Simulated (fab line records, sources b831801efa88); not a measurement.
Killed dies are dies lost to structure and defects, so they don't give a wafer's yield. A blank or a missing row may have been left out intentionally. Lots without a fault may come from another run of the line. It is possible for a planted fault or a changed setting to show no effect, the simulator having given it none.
Chamber matching	flow gf180mcu	3 sister chambers for GF_V4_CVD_02 on pecvd-01
The step deposits SiO2 from TEOS, target thk 850 nm, time 94.851 s. 3 wafers are shown with their chamber, then 12 later ones without.

== WAFERS PAIRED WITH THEIR CHAMBERS ==
wafer	chamber	heater-power-w (W)
L083.4	0	597
L089.4	2	722
L089.6	1	596

== WAFERS MISSING THEIR CHAMBER ==
wafer	heater-power-w (W)
L091.2	607
L091.4	632
L091.5	769
L093.1	661
L093.2	746
L093.6	785
L096.1	632
L096.2	594
L096.3	802
L097.1	670
L097.3	568
L097.4	756

== WHICH CHAMBER EACH ONE RAN IN ==
wafer	from the rows above	in truth
L091.2	can't be placed: 0 or 1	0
L091.4	can't be placed: 0 or 1 or 2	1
L091.5	2	2
L093.1	can't be placed: 2 or 0 or 1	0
L093.2	2	2
L093.6	2	2
L096.1	can't be placed: 0 or 1 or 2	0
L096.2	can't be placed: 1 or 0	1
L096.3	2	2
L097.1	can't be placed: 2 or 0 or 1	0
L097.3	can't be placed: 1 or 0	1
L097.4	2	2
5 of 12 placed correctly. These rows do not allow placing 7 (true chamber among the candidates in 7). Placed wrongly: 0.
How it was worked out, from the rows above alone: a wafer's distance from a chamber is the root of the sum, over the readings, of the square of ((its reading less the chamber's mean) divided by the reading's scatter). If the next closest chamber is less than 2 further off than the closest, the wafer can't be placed; otherwise it belongs to the closest. A chamber's mean is the mean of its shown wafers. The scatter: with one shown wafer a chamber, the root of the mean of the squares of how far each hidden wafer lies from its nearest shown one.
